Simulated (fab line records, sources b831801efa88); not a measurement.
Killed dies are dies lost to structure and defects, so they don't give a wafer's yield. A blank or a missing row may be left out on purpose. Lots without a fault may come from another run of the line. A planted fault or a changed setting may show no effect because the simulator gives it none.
Which tool did it? | flow gf180mcu | 11 lots, 33 wafers sampled, at 4 steps of a route of 602

WHAT THE GAUGES READ, wafer by wafer
GF_V3_OVL_MEAS_15. Usual: V3_OVL 3 nm, standard deviation 6.6.
lot  | measured     | on         | V3_OVL (nm) | flag
L732 | day 22 18:10 | overlay-01 | 9 1 9       |
L733 | day 23 03:34 | overlay-01 | 8 11 8      |
L734 | day 23 11:31 | overlay-01 | 4 4 2       |
L736 | day 24 04:52 | overlay-01 | -1 4 6      |
L742 | day 26 00:43 | overlay-01 | -12 -6 -4   |
L743 | day 26 04:43 | overlay-02 | -5 -6 -3    |
L744 | day 26 14:06 | overlay-01 | 13 14 3     |
L746 | day 27 06:34 | overlay-02 | 8 6 3       |
L748 | day 27 23:25 | overlay-01 | 0 1 -1      |
L754 | day 29 21:48 | overlay-02 | 3 4 9       |
L755 | day 29 23:46 | overlay-01 | -4 -8 -5    |

WHICH TOOL RAN EACH LOT (tool, then ch and the chambers of the sampled wafers, then the start)
lot  | GF_M2_METAL_ETCH_16               | GF_M2_STRIP_17                       | GF_V3_CVD_02
L732 | rie_metal-02 ch 0,1, day 19 13:05 | plasma_asher-04 ch 0,1, day 19 13:13 | pecvd-01 ch 0,2, day 21 17:57
L733 | rie_metal-03 ch 0,1, day 19 21:28 | plasma_asher-02 ch 0,1, day 19 21:35 | pecvd-02 ch 0,2, day 22 03:08
L734 | rie_metal-02 ch 0,1, day 20 07:20 | plasma_asher-04 ch 0,1, day 20 07:28 | pecvd-01 ch 0,1,2, day 22 11:56
L736 | rie_metal-01 ch 0,1, day 21 03:05 | plasma_asher-01 ch 0,1, day 21 03:12 | pecvd-03 ch 0,2, day 23 05:39
L742 | rie_metal-03 ch 0,1, day 23 02:29 | plasma_asher-02 ch 0,1, day 23 02:37 | pecvd-02 ch 0,1,2, day 25 02:54
L743 | rie_metal-03 ch 0,1, day 23 06:51 | plasma_asher-02 ch 0,1, day 23 06:59 | pecvd-01 ch 1,2, day 25 06:31
L744 | rie_metal-03 ch 0,1, day 23 16:49 | plasma_asher-02 ch 0,1, day 23 16:56 | pecvd-02 ch 0,1, day 25 16:21
L746 | rie_metal-02 ch 0,1, day 24 10:14 | plasma_asher-01 ch 0,1, day 24 10:22 | pecvd-03 ch 0,2, day 26 09:17
L748 | rie_metal-03 ch 0,1, day 25 04:23 | plasma_asher-04 ch 0,1, day 25 04:31 | pecvd-02 ch 0,1,2, day 27 03:16
L754 | rie_metal-01 ch 0,1, day 27 05:50 | plasma_asher-01 ch 0,1, day 27 05:58 | pecvd-01 ch 0,1, day 29 01:41
L755 | rie_metal-01 ch 0,1, day 27 07:46 | plasma_asher-02 ch 0,1, day 27 07:53 | pecvd-03 ch 1,2, day 29 03:37
- GF_M2_METAL_ETCH_16: etches the open film in Cl2/BCl3, stops on SiO2, target depth 750.8 nm, time 125.1 s.
- GF_M2_STRIP_17: strips in O2/N2.
- GF_V3_CVD_02: deposits SiO2 from TEOS, target thk 850 nm, time 94.851 s.

WHAT THE TOOLS THEMSELVES READ (means of the sampled wafers that have a number; where no wafer has one, the mark that the record gives instead)
GF_M2_METAL_ETCH_16. Usual: bias_w 140.0 W, standard deviation 0.42; drypump_motor_current_A 6.0 A, standard deviation 0.51; oes_product_au 0.990 a.u., standard deviation 0.0058; throttle_valve_pct 28.229 %, standard deviation 0.0099.
lot  | tool         | bias_w (W) | drypump_motor_current_A (A) | oes_product_au (a.u.) | throttle_valve_pct (%) | flag
L732 | rie_metal-02 | 139.9      | 6.0                         | 0.991                 | 28.225                 |
L733 | rie_metal-03 | 139.9      | 6.2                         | 0.992                 | 28.235                 |
L734 | rie_metal-02 | 140.2      | 5.9                         | 0.992                 | 28.225                 |
L736 | rie_metal-01 | 139.7      | 6.2                         | 0.982                 | 28.232                 |
L742 | rie_metal-03 | 140.4      | 5.8                         | 0.991                 | 28.223                 |
L743 | rie_metal-03 | 140.3      | 6.2                         | 0.990                 | 28.230                 |
L744 | rie_metal-03 | 186.9      | 5.8                         | 0.998                 | 28.212                 | OFF
L746 | rie_metal-02 | 140.1      | 5.9                         | 0.983                 | 28.227                 |
L748 | rie_metal-03 | 163.3      | 6.2                         | 0.995                 | 28.232                 | OFF
L754 | rie_metal-01 | 140.0      | 6.3                         | 0.988                 | 28.234                 |
L755 | rie_metal-01 | 139.4      | 6.2                         | 0.991                 | 28.219                 |

GF_M2_STRIP_17. Usual: drypump_motor_current_A 5.7 A, standard deviation 0.37; heater_power_w 333 W, standard deviation 35; oes_product_au 0.538 a.u., standard deviation 0.0049; strip_time_to_endpoint_s 7.38 s, standard deviation 0.049.
lot  | tool            | drypump_motor_current_A (A) | heater_power_w (W) | oes_product_au (a.u.) | strip_time_to_endpoint_s (s) | flag
L732 | plasma_asher-04 | 5.4                         | 308                | 0.534                 | 7.36                         |
L733 | plasma_asher-02 | 5.6                         | 341                | 0.532                 | 7.41                         |
L734 | plasma_asher-04 | 5.4                         | 305                | 0.538                 | 7.39                         |
L736 | plasma_asher-01 | 6.3                         | 338                | 0.542                 | 7.46                         |
L742 | plasma_asher-02 | 5.6                         | 362                | 0.540                 | 7.44                         |
L743 | plasma_asher-02 | 5.5                         | 366                | 0.533                 | 7.33                         |
L744 | plasma_asher-02 | 5.6                         | 363                | 0.524                 | 7.10                         | OFF
L746 | plasma_asher-01 | 6.0                         | 327                | 0.537                 | 7.42                         |
L748 | plasma_asher-04 | 5.6                         | 291                | 0.532                 | 7.19                         | OFF
L754 | plasma_asher-01 | 6.3                         | 342                | 0.535                 | 7.36                         |
L755 | plasma_asher-02 | 5.6                         | 341                | 0.544                 | 7.45                         |

GF_V3_CVD_02. Usual: heater_power_w 630 W, standard deviation 120; susceptor_temp_C 400.03 C, standard deviation 0.23.
lot  | tool     | heater_power_w (W) | susceptor_temp_C (C) | flag
L732 | pecvd-01 | 719                | 400.11               |
L733 | pecvd-02 | 567                | 400.16               |
L734 | pecvd-01 | 732                | 400.02               |
L736 | pecvd-03 | 508                | 400.30               |
L742 | pecvd-02 | 629                | 400.01               |
L743 | pecvd-01 | 714                | 400.18               |
L744 | pecvd-02 | 679                | 399.93               |
L746 | pecvd-03 | 582                | 400.06               |
L748 | pecvd-02 | 612                | 400.11               |
L754 | pecvd-01 | 639                | 399.85               |
L755 | pecvd-03 | 570                | 400.09               |

THE ANSWER, worked out from the rows above alone
Rule: a lot is off if the mean of its wafers that have a number lies more than 3 standard deviations from the usual mean. A lot without any number at a reading at which 4 lots or more have one is off too. The other lots that the step has rows for count as sound. The gauges are gone through in route order, then the tools' own readings, and for those a lot's mean is taken as printed above. The first step at which some lot is off is used, and at that step the reading that is off furthest; a lot without a number counts as furthest.
Off: L744, L748, at GF_M2_METAL_ETCH_16 (bias_w).
A tool fits if, at that step or a process step before it, it ran every lot that is off, and no sound lot after the first of them. One fits: rie_metal-03 at GF_M2_METAL_ETCH_16. Its last sound lot is L743 (day 23 06:51), its first lot that is off L744 (day 23 16:49): a fault that began between those two fits.
The tool's own readings at GF_M2_METAL_ETCH_16 bear it out: on the lots that are off they differ by more than 5 times the standard deviation of the sound lots' means. bias_w reads 175.1 W there against 140.0 W on the sound lots.

WHAT THE SIMULATOR HAD PUT IN
Process parameter drift: rie_metal-03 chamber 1, from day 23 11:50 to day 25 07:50, at GF_M2_METAL_ETCH_16. Setting bias_w, moved by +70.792, from 140. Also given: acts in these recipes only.
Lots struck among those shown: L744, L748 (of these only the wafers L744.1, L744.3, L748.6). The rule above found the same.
